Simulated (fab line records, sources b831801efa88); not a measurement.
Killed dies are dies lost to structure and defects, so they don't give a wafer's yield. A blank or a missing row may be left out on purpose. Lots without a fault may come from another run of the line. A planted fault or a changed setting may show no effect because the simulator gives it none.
fab line records | flow sky130
record lots=5 wafers=15 last_day=49
route steps=708 shown VIA1@475 METAL2@483 PAD_OPEN@708
lots that met no fault: from a run of the same line without faults
start_h: hours from the record's first day to the start of the lot's first wafer shown | wait_h: hours since the lot's step before | " the same as in the row above | L1.1+2: a row that stands for several wafers | - no value, or no start given | * or withheld: withheld | < > ~ a bound
route shown NAME@n: a module of which the file shows steps, and the number in the route of the first | usual: mean/standard deviation of fault-free wafers | same: alike in all rows | chamber/n: place in a boat | sites: the reading at each site | _std_site: their standard deviation | _edge_site: outer sites' mean less inner sites' | radius_mm: how far each site lies from the wafer's centre | mask NAME#n: copy n | behind: the tool/chamber that last shaped the wafer | hold: why the lot was held/for how many hours/how that ended | device: the transistor (n, p or np) that didn't switch | end of line: the same wafers' tests at the end of the route | a step without rows: its recipe alone | killed: dies lost to structure and defects at the first sort, not the wafer's yield | map: a wafer's dies, x killed, . not, _ none there
set.NAME: the setting as run; set.NAME@STEP: as run at that earlier step | model.NAME: the simulator's own value behind a step, which no gauge read
lots at some steps of the route; a table a step, a row a wafer
services: from which hour (start_h, from the record's first day; less than 0 if before it) a tool's chamber was out of use, for how many hours, and why
## steps
# step SKY_VIA1_STRIP_17
# recipe chemistry=post_etch_residue_remover time_s=1200 temp_c=72.5
# step SKY_VIA1_CLEAN_18
# recipe chemistry=IPA time_s=180 temp_c=25
# step SKY_VIA1_CLEAN_19
# recipe chemistry=O3/DIW dry=n2_spin
# step SKY_VIA1_SPUTTER_20
# recipe material=TiN target_thk_nm=20 chamber_pressure_pa=5 power_w=4000 time_s=80
# usual chamber_pressure_pa=5.000/0.011 throttle_valve_pct=29.9/0.96
# columns lot.wafer tool chamber start_h wait_h chamber_pressure_pa throttle_valve_pct
L515.2 pvd_sputter-02 - 788.47 0.0 5.016 31.8
L515.3 " - " " 4.992 31.2
L515.6 " - " " 5.002 30.0
L518.3 pvd_sputter-04 - 835.91 0.0 4.997 27.7
L518.4 " - " " 4.997 29.8
L518.5 " - " " 5.003 29.8
L519.1 pvd_sputter-03 - 836.98 0.0 4.984 30.0
L519.2 " - " " 4.988 30.2
L519.6 " - " " 4.996 30.3
L525.3 pvd_sputter-04 - 871.71 0.0 5.026 30.1
L525.4 " - " " 4.993 29.6
L525.5 " - " " 4.992 29.9
L535.1 pvd_sputter-02 - 946.10 0.0 4.995 30.0
L535.2 " - " " 5.019 31.4
L535.6 " - " " 5.003 31.1
# step SKY_VIA1_CVD_21
# recipe material=W target_thk_nm=270 time_s=80.902 temp_c=400 pressure_torr=40
# step SKY_VIA1_RS_MEAS_22
# recipe thk_meas_gauge=four-point-probe reads=W_of_VIA1_CVD_21+TiN_of_VIA1_SPUTTER_20
# usual VIA1_W_RS=0.426/0.0044
# columns lot.wafer tool chamber start_h wait_h VIA1_W_RS[ohm/sq]
L515.2 film_metro-03 - 788.64 0.1 0.423
L515.3 " - " " 0.425
L515.6 " - " " 0.423
L518.3 film_metro-03 - 836.20 0.1 0.427
L518.4 " - " " 0.421
L518.5 " - " " 0.429
L519.1 film_metro-04 - 837.23 0.2 0.427
L519.2 " - " " 0.427
L519.6 " - " " 0.423
L525.3 film_metro-01 - 871.90 0.1 0.426
L525.4 " - " " 0.425
L525.5 " - " " 0.425
L535.1 film_metro-03 - 946.25 0.1 0.426
L535.2 " - " " 0.429
L535.6 " - " " 0.424
# step SKY_VIA1_THK_MEAS_23
# recipe thk_meas_gauge=xrf reads=W_of_VIA1_CVD_21
# usual VIA1_W_THK=270/3.3
# columns lot.wafer tool chamber start_h wait_h VIA1_W_THK[nm]
L515.2 film_metro-03 - 788.75 0.1 271
L515.3 " - " " 270
L515.6 " - " " 272
L518.3 film_metro-03 - 836.30 0.1 269
L518.4 " - " " 272
L518.5 " - " " 269
L519.1 film_metro-04 - 837.35 0.1 269
L519.2 " - " " 272
L519.6 " - " " 273
L525.3 film_metro-01 - 872.00 0.1 269
L525.4 " - " " 271
L525.5 " - " " 268
L535.1 film_metro-03 - 946.37 0.1 267
L535.2 " - " " 266
L535.6 " - " " 271
# step SKY_VIA1_CMP_24
# recipe stop_on=SiO2 t_overpolish_s=15 down_force_psi=3.5 platen_rpm=60 target_thk_nm=0 pad_velocity_m_s=0.94248
# usual motor_current_A=11.2/0.92 overpolish_run_s=15.001/0.0097 time_to_endpoint_s=68/3.1
# columns lot.wafer tool chamber start_h wait_h motor_current_A overpolish_run_s time_to_endpoint_s
L515.3 cmp-02 0 788.80 0.0 12.5 15.006 69
L515.2 " 3 " " 10.1 14.991 71
L515.6 " 1 " " 10.7 15.012 70
L518.4 cmp-02 0 836.34 0.0 12.4 15.003 64
L518.3 " 3 " " 10.1 15.032 73
L518.5 " 1 " " 10.7 15.009 69
L519.1 cmp-02 3 837.41 0.1 9.9 15.006 70
L519.2 " 2 " " 10.2 15.000 71
L519.6 " 3 " " 10.0 15.004 72
L525.3 cmp-02 1 872.34 0.3 11.7 14.989 73
L525.4 " 2 " " 10.5 15.000 72
L525.5 " 1 " " 11.5 15.005 71
L535.2 cmp-01 3 946.48 0.1 11.3 15.002 62
L535.1 " 1 " " 11.1 14.999 70
L535.6 " 3 " " 11.1 15.012 64
# step SKY_METAL2_SPUTTER_00
# recipe material=Ti target_thk_nm=15 power_w=3000 time_s=10 chamber_pressure_pa=0.4
# usual chamber_pressure_pa=0.4002/0.0015 throttle_valve_pct=30.4/0.83
# columns lot.wafer tool chamber start_h wait_h chamber_pressure_pa throttle_valve_pct
L515.2 pvd_sputter-02 - 789.10 0.1 0.3991 30.2
L515.3 " - " " 0.3998 31.8
L515.6 " - " " 0.4006 31.5
L518.3 pvd_sputter-03 - 836.64 0.1 0.3989 29.8
L518.4 " - " " 0.4007 29.8
L518.5 " - " " 0.4011 30.2
L519.1 pvd_sputter-02 - 837.71 0.2 0.4008 31.5
L519.2 " - " " 0.4003 31.2
L519.6 " - " " 0.3989 30.2
L525.3 pvd_sputter-02 - 872.64 0.2 0.3988 31.3
L525.4 " - " " 0.4005 32.0
L525.5 " - " " 0.4017 31.2
L535.1 pvd_sputter-03 - 946.73 0.1 0.4005 30.3
L535.2 " - " " 0.3995 30.3
L535.6 " - " " 0.4009 30.0
# step SKY_METAL2_SPUTTER_01
# recipe material=TiN target_thk_nm=20 power_w=6500 time_s=16.7 chamber_pressure_pa=0.4
# step SKY_METAL2_SPUTTER_02
# recipe material=AlCu target_thk_nm=250 power_w=10600 time_s=13.3 chamber_pressure_pa=0.4
# usual chamber_pressure_pa=0.4000/0.00089 throttle_valve_pct=30.4/0.84
# columns lot.wafer tool chamber start_h wait_h chamber_pressure_pa throttle_valve_pct
L515.2 pvd_sputter-02 - 789.15 0.0 0.3998 30.0
L515.3 " - " " 0.3993 31.8
L515.6 " - " " 0.3981 31.5
L518.3 pvd_sputter-03 - 836.69 0.0 0.4000 29.9
L518.4 " - " " 0.4006 29.7
L518.5 " - " " 0.3999 29.7
L519.1 pvd_sputter-02 - 837.75 0.0 0.4011 32.0
L519.2 " - " " 0.4006 31.1
L519.6 " - " " 0.3994 30.1
L525.3 pvd_sputter-02 - 872.69 0.0 0.4011 31.5
L525.4 " - " " 0.4007 31.6
L525.5 " - " " 0.3985 31.2
L535.1 pvd_sputter-03 - 946.78 0.0 0.4008 30.1
L535.2 " - " " 0.3999 30.3
L535.6 " - " " 0.3996 29.8
# step SKY_METAL2_SPUTTER_03
# recipe material=Ti target_thk_nm=5 power_w=3000 time_s=3.3 chamber_pressure_pa=0.4
# usual chamber_pressure_pa=0.3999/0.00078 throttle_valve_pct=30.4/0.85
# columns lot.wafer tool chamber start_h wait_h chamber_pressure_pa throttle_valve_pct
L515.2 pvd_sputter-02 - 789.17 0.0 0.4012 30.1
L515.3 " - " " 0.3985 32.1
L515.6 " - " " 0.3984 32.0
L518.3 pvd_sputter-03 - 836.71 0.0 0.4001 29.8
L518.4 " - " " 0.4002 29.7
L518.5 " - " " 0.3999 29.6
L519.1 pvd_sputter-02 - 837.78 0.0 0.4001 31.9
L519.2 " - " " 0.3989 31.1
L519.6 " - " " 0.4007 29.9
L525.3 pvd_sputter-02 - 872.72 0.0 0.4008 31.1
L525.4 " - " " 0.4006 31.9
L525.5 " - " " 0.3997 31.1
L535.1 pvd_sputter-03 - 946.81 0.0 0.4005 30.5
L535.2 " - " " 0.3987 30.6
L535.6 " - " " 0.3998 30.0
# step SKY_METAL2_SPUTTER_04
# recipe material=TiN target_thk_nm=70 power_w=6500 time_s=58.3 chamber_pressure_pa=0.4
# usual chamber_pressure_pa=0.4000/0.00073 throttle_valve_pct=30.3/0.84
# columns lot.wafer tool chamber start_h wait_h chamber_pressure_pa throttle_valve_pct
L515.2 pvd_sputter-02 - 789.19 0.0 0.3986 30.2
L515.3 " - " " 0.4011 32.0
L515.6 " - " " 0.3997 31.8
L518.3 pvd_sputter-03 - 836.73 0.0 0.3996 29.8
L518.4 " - " " 0.4001 29.7
L518.5 " - " " 0.3994 29.9
L519.1 pvd_sputter-02 - 837.80 0.0 0.3998 31.6
L519.2 " - " " 0.3997 31.5
L519.6 " - " " 0.3988 29.7
L525.3 pvd_sputter-02 - 872.73 0.0 0.3997 31.4
L525.4 " - " " 0.4011 31.8
L525.5 " - " " 0.4022 31.2
L535.1 pvd_sputter-03 - 946.82 0.0 0.3998 30.3
L535.2 " - " " 0.3784 31.2
L535.6 " - " " 0.3998 29.8
# step SKY_METAL2_RS_MEAS_05
# recipe thk_meas_gauge=four-point-probe reads=TiN_of_METAL2_SPUTTER_04+Ti_of_METAL2_SPUTTER_03+AlCu_of_METAL2_SPUTTER_02+TiN_of_METAL2_SPUTTER_01+Ti_of_METAL2_SPUTTER_00
# usual METAL2_ALCU_RS=0.1270/0.0013
# columns lot.wafer tool chamber start_h wait_h METAL2_ALCU_RS[ohm/sq]
L515.2 film_metro-02 - 789.26 0.0 0.1280
L515.3 " - " " 0.1268
L515.6 " - " " 0.1258
L518.3 film_metro-04 - 836.82 0.1 0.1294
L518.4 " - " " 0.1279
L518.5 " - " " 0.1283
L519.1 film_metro-01 - 837.85 0.0 0.1236
L519.2 " - " " 0.1265
L519.6 " - " " 0.1245
L525.3 film_metro-02 - 872.82 0.1 0.1264
L525.4 " - " " 0.1238
L525.5 " - " " 0.1264
L535.1 film_metro-01 - 946.87 0.0 0.1258
L535.2 " - " " 0.1257
L535.6 " - " " 0.1266
# step SKY_PAD_OPEN_PROBE_99
# usual defect_limited_yield=83.0/2 killed_at_M0_to_M3=43/7.1 killed_at_M4_up=3.1/1.7 killed_at_contacts=23/5.1 killed_at_front_end=14/4.4 killed_at_other=0.3/0.47 killed_dies=84/9.9 killed_open=45/6.6 killed_short=38/6.8 sort_bin_3_pad_short=0.8/0.4 sort_bin_5_function=10.1/1.4 sort_bin_6_memory=6.1/1.2 sort_n_pass=408/9.9 sort_yield_pct=83.0/2
# same gross_dies=492 killed_at_back_side=0 sort_bin_4_leakage[%]=0 sort_bin_8_speed[%]=0
# columns lot.wafer tool chamber start_h wait_h defect_limited_yield[%] killed_at_M0_to_M3 killed_at_M4_up killed_at_contacts killed_at_front_end killed_at_other killed_dies killed_open killed_short sort_bin_3_pad_short[%] sort_bin_5_function[%] sort_bin_6_memory[%] sort_n_pass sort_yield_pct[%]
L515.2 prober-02 - 1075.50 0.1 81.1 44 4 33 11 1 93 51 42 0.6 12.4 5.9 399 81.1
L515.3 prober-02 - 1075.55 0.2 83.3 43 1 20 18 0 82 41 41 0.6 10.6 5.5 410 83.3
L515.6 prober-02 - 1075.70 0.2 82.7 44 3 29 9 0 85 46 39 0.8 11.6 4.9 407 82.7
L518.3 prober-02 - 1109.87 0.2 81.5 39 6 26 20 0 91 44 47 0.8 12.4 5.3 401 81.5
L518.4 prober-02 - 1109.92 0.2 83.9 37 3 23 16 0 79 47 32 0.8 8.7 6.5 413 83.9
L518.5 prober-02 - 1109.97 0.2 80.7 57 3 27 8 0 95 57 38 0.4 12.4 6.5 397 80.7
L525.3 prober-01 - 1138.53 0.2 82.5 47 4 21 14 0 86 53 33 0.2 10.8 6.5 406 82.5
L525.4 prober-01 - 1138.58 0.2 82.3 46 4 24 13 0 87 48 39 1.0 11.2 5.5 405 82.3
L525.5 prober-01 - 1138.63 0.2 83.3 49 1 24 8 0 82 47 35 1.0 10.2 5.5 410 83.3
# killed by level:class
L515.2 CONTACT:geometric_particle:open=13 LI_CONTACT:geometric_particle:open=9 VIA1:geometric_particle:open=9 CONTACT:geometric_particle:short=6 VIA2:geometric_particle:open=6 METAL1:geometric_particle:short=5 VIA3:geometric_particle:open=5 VIA2:geometric_particle:short=4
L515.3 VIA1:geometric_particle:open=9 METAL1:geometric_particle:short=8 FIELD_ISO:geometric_particle:open=6 CONTACT:geometric_particle:open=6 POLY_GATE:geometric_particle:short=6 METAL2:geometric_particle:short=5 VIA3:geometric_particle:open=5 LI_CONTACT:geometric_particle:open=4
L515.6 CONTACT:geometric_particle:open=9 LI_CONTACT:geometric_particle:open=8 VIA1:geometric_particle:open=7 VIA2:geometric_particle:open=6 METAL1:geometric_particle:short=6 METAL2:geometric_particle:short=5 FIELD_ISO:geometric_particle:short=4 LI_CONTACT:geometric_particle:short=4
L518.3 CONTACT:geometric_particle:open=11 VIA1:geometric_particle:open=8 METAL2:geometric_particle:short=7 VIA1:geometric_particle:short=6 POLY_GATE:geometric_particle:open=6 LOCAL_INTERCONNECT:geometric_particle:short=5 VIA2:geometric_particle:open=5 METAL4:geometric_particle:short=5
L518.4 VIA1:geometric_particle:open=10 CONTACT:geometric_particle:open=8 LI_CONTACT:geometric_particle:open=7 LI_CONTACT:geometric_particle:short=6 VIA2:geometric_particle:open=6 VIA3:geometric_particle:open=5 METAL1:geometric_particle:short=4 FIELD_ISO:geometric_particle:short=3
L518.5 LI_CONTACT:geometric_particle:open=12 VIA1:geometric_particle:open=12 CONTACT:geometric_particle:open=10 VIA2:geometric_particle:open=10 METAL1:geometric_particle:short=9 METAL2:geometric_particle:short=8 VIA3:geometric_particle:open=8 VIA1:geometric_particle:short=4
L525.3 VIA2:geometric_particle:open=11 CONTACT:geometric_particle:open=10 VIA1:geometric_particle:open=10 VIA3:geometric_particle:open=6 METAL1:geometric_particle:short=6 POLY_GATE:geometric_particle:short=4 LI_CONTACT:geometric_particle:open=4 METAL2:geometric_particle:short=4
L525.4 VIA1:geometric_particle:open=10 CONTACT:geometric_particle:open=8 METAL1:geometric_particle:short=7 METAL2:geometric_particle:short=6 LI_CONTACT:geometric_particle:open=5 VIA2:geometric_particle:open=5 VIA3:geometric_particle:open=5 CONTACT:geometric_particle:short=4
L525.5 VIA1:geometric_particle:open=13 LI_CONTACT:geometric_particle:open=10 METAL1:geometric_particle:short=7 VIA3:geometric_particle:open=6 VIA2:geometric_particle:open=6 LI_CONTACT:geometric_particle:short=5 CONTACT:geometric_particle:open=5 VIA1:geometric_particle:short=4
## services
# columns tool chamber start_h hours kind
cmp-02 - 767.04 6.2 pm
pvd_sputter-03 - 798.98 1.0 repair
pvd_sputter-02 - 834.49 2.3 repair
cmp-02 - 845.88 1.7 repair
cmp-02 - 848.20 1.6 repair
pvd_sputter-02 - 863.15 2.3 repair
cmp-02 - 863.62 8.1 pm
cmp-01 - 871.73 7.7 pm
pvd_sputter-03 - 877.44 1.2 repair
cmp-02 - 880.56 7.6 pm
pvd_sputter-04 - 881.61 1.2 repair
pvd_sputter-02 - 898.36 3.4 repair
cmp-02 - 912.02 4.0 pm
cmp-02 - 914.58 6.1 repair
cmp-02 - 916.02 - consumable_replace:conditioner
cmp-02 - 916.02 - consumable_replace:pad
cmp-02 - 926.61 0.6 repair
cmp-02 - 938.89 0.2 repair
## key
first_sign step=SKY_METAL2_SPUTTER_04 reading=chamber_pressure_pa direction=down sigmas=30 usual=0.4000 struck=0.3784
effect none on later readings
met_at SKY_METAL2_SPUTTER_04
struck_wafers L535.2
fault kind=process_parameter_drift tool=pvd_sputter-03 chamber=- onset_h=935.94 steps=SKY_METAL2_SPUTTER_04 channel=chamber_pressure_pa offset=-0.021918 shape=step end_h=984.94 acts_in=these_recipes_only stated=0.4 scope=struck_wafers_only
